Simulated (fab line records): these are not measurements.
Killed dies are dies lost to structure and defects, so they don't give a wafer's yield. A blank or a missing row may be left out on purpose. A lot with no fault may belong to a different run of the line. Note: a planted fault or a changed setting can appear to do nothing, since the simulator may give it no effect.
A lot that was struck, set against a sound lot -- flow gf180mcu -- 36 steps out of a route of 602
Sound: these wafers, L989.1, L989.3, L989.4. Struck: wafers L994.2, L994.5. (L994.3 of the same lot was not struck and is left out.) The cause comes at the end.
Order at every step that has rows: each side's tool, ch and its chambers, its first start. Under that, the readings that differ: sound wafers -- struck wafers -- difference of the means -- sigmas: that difference in standard deviations of wafers without a fault.
alike: words and numbers the same on both sides, and readings whose means are apart by under 2 such deviations; not compared: readings that were withheld, readings missing a value for some wafer, numbers with overlapping values and no deviation given by the record, and bounds like >300 which may hide the same value.
The two part at a step that has a row with sigmas, a row that says differs or no value, or rows on one side only. Non-overlapping numbers with no deviation appear without sigmas and do not part them. A reading missing from all wafers of one side parts the sides only when that side holds two or more wafers.

first, 2 steps without rows for these wafers: GF_M2_PEB_12 (peb time 90 s); GF_M2_DEVELOP_13 (develop time 60 s).
GF_M2_CD_MEAS_14: the cd target is 280 nm.
  sound on cd-sem-01 at day 19 23:18; struck on cd-sem-01 at day 21 23:43
  alike: cd-nm
GF_M2_OVL_MEAS_15:
  sound on overlay-01 at day 19 23:25; struck on overlay-01 at day 21 23:49
  alike: M2_OVL
then, 1 step without rows for these wafers: GF_M2_METAL_ETCH_16 (etches the open film in Cl2/BCl3, stops on SiO2, target depth 627.5 nm, time 104.6 s).
GF_M2_STRIP_17: strips in O2/N2.
  sound on plasma-asher-02 ch 0,1, day 19 23:34; struck on plasma-asher-01 ch 0,1, day 21 23:58
  alike: drypump-motor-current-A, heater-power-w, oes-product-au, strip-time-to-endpoint-s
  not compared: rf-hours-counter-h
then, 3 steps without rows for these wafers: GF_M2_STRIP_18 (strips in post etch residue remover, time 1200 s); GF_M2_CLEAN_19 (cleans in DIW); GF_V2_CVD_00 (deposits SiO2, target thk 600 nm, time 100 s).
GF_V2_THK_MEAS_01:
  sound on film-metro-03 at day 20 00:37; struck on film-metro-04 at day 22 00:40
  alike: V2_CVD_00_THK
then, 1 step without rows for these wafers: GF_V2_CVD_02 (deposits SiO2 from TEOS, target thk 850 nm, time 94.851 s).
GF_V2_THK_MEAS_03:
  sound on film-metro-03 at day 20 00:44; struck on film-metro-01 at day 22 00:48
  alike: V2_CVD_02_THK
GF_V2_CMP_04: polishes SiO2.
  sound on cmp-01 ch 1,2,3, day 20 00:48; struck on cmp-02 ch 2, day 22 00:51
reading,sound,struck,difference,sigmas
time-to-endpoint-s (s),77 66 70,100 108,+33,+6
model.SiO2_of_V2_CVD_02.thk-nm (nm),634.1 631.1 631.4,705.9 711.1,+76.3,
  alike: motor-current-A, slurry-filter-dp-kPa
GF_V2_BOW_MEAS_05:
  sound on film-metro-03 at day 20 01:06; struck on film-metro-01 at day 22 01:28
reading,sound,struck,difference,sigmas
V2_BOW (um),102 102 100,- -,no value on the struck wafers,
  not compared: hold
then, 7 steps without rows for these wafers: GF_V2_HMDS_07 (prime time 60 s); GF_V2_COAT_08; GF_V2_COAT_09 (resist thk 1000 nm); GF_V2_SOFTBAKE_10 (time 60 s); GF_V2_EXPOSE_11 (exposes mask Via2, target cd 260 nm); GF_V2_PEB_12 (peb time 90 s); GF_V2_DEVELOP_13 (develop time 60 s).
GF_V2_CD_MEAS_14: the cd target is 260 nm.
  sound on cd-sem-01 at day 21 00:44; struck on cd-sem-01 at day 23 00:10
  alike: cd-nm
GF_V2_OVL_MEAS_15:
  sound on overlay-01 at day 21 00:52; struck on overlay-01 at day 23 00:16
  alike: V2_OVL
GF_V2_ETCH_16: etches BARC in N2/H2.
  sound on rie-diel-04 ch 1,2,3, day 21 00:53; struck on rie-diel-01 ch 1,3, day 23 00:18
  alike: drypump-motor-current-A, oes-product-au, throttle-valve-pct
GF_V2_ETCH_17: etches SiO2 in C4F8/O2/Ar, stops on TiN, target depth 630 nm.
  sound on rie-diel-04 ch 1,2,3; struck on rie-diel-01 ch 1,3
reading,sound,struck,difference,sigmas
oes-product-au (a.u.),0.849 0.854 0.846,0.919 0.914,+0.067,+15
model.V2.feature-depth-nm (nm),634.1 631.1 631.4,705.9 711.1,+76.3,
model.etch.depth-nm (nm),634.1 631.1 631.4,705.9 711.1,+76.3,
then, 3 steps without rows for these wafers: GF_V2_STRIP_18 (strips in O2/N2); GF_V2_STRIP_19 (strips in post etch residue remover, time 1200 s); GF_V2_CLEAN_20 (cleans in DIW).
GF_V2_SPUTTER_21: material Ti, target thk 15 nm, time 80.02 s.
  sound on pvd-sputter-04 at day 21 01:37; struck on pvd-sputter-01 at day 23 00:58
  alike: throttle-valve-pct
then, 1 step without rows for these wafers: GF_V2_SPUTTER_22 (material TiN, target thk 10 nm, time 40 s).
GF_V2_CVD_23: deposits W, target thk 350 nm, time 104.94 s.
  sound on cvd-w-01 ch 0,1, day 21 01:43; struck on cvd-w-02 ch 0, day 23 01:04
  alike: heater-power-w
GF_V2_RS_MEAS_24: the measuring method here is four-point-probe.
  sound on film-metro-01 at day 21 01:50; struck on film-metro-04 at day 23 01:13
  alike: V2_W_RS
GF_V2_THK_MEAS_25: measures by xrf.
  sound on film-metro-01 at day 21 01:57; struck on film-metro-04 at day 23 01:19
  alike: V2_W_THK
GF_V2_CMP_26: polishes, stops on SiO2, t overpolish 15 s, target thk 0 nm.
  sound on cmp-02 ch 0,2,3, day 21 02:01; struck on cmp-01 ch 2,3, day 23 01:25
reading,sound,struck,difference,sigmas
model.SiO2_of_V2_CVD_02.thk-nm (nm),630.4 627.3 627.6,702.1 707.3,+76.3,
  alike: motor-current-A, slurry-filter-dp-kPa
GF_M3_SPUTTER_00: material Ti, target thk 37.5 nm, time 150 s.
  sound on pvd-sputter-02 at day 21 02:19; struck on pvd-sputter-02 at day 23 01:40
  alike: throttle-valve-pct
next, for these wafers, 1 step has no rows: GF_PASSIVATION_PROBE_99.

== WHERE THEY PART ==
Last at GF_V2_ETCH_17 as far as this record goes, first at GF_V2_CMP_04. Later steps at which nothing parts them and some readings are alike: GF_V2_SPUTTER_21, GF_V2_CVD_23, GF_V2_RS_MEAS_24, GF_V2_THK_MEAS_25, GF_V2_CMP_26, GF_M3_SPUTTER_00.

WHY: the cause the simulator had injected
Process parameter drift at GF_V2_CMP_04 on cmp-02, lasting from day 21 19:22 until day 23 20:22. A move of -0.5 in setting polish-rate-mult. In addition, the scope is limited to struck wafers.
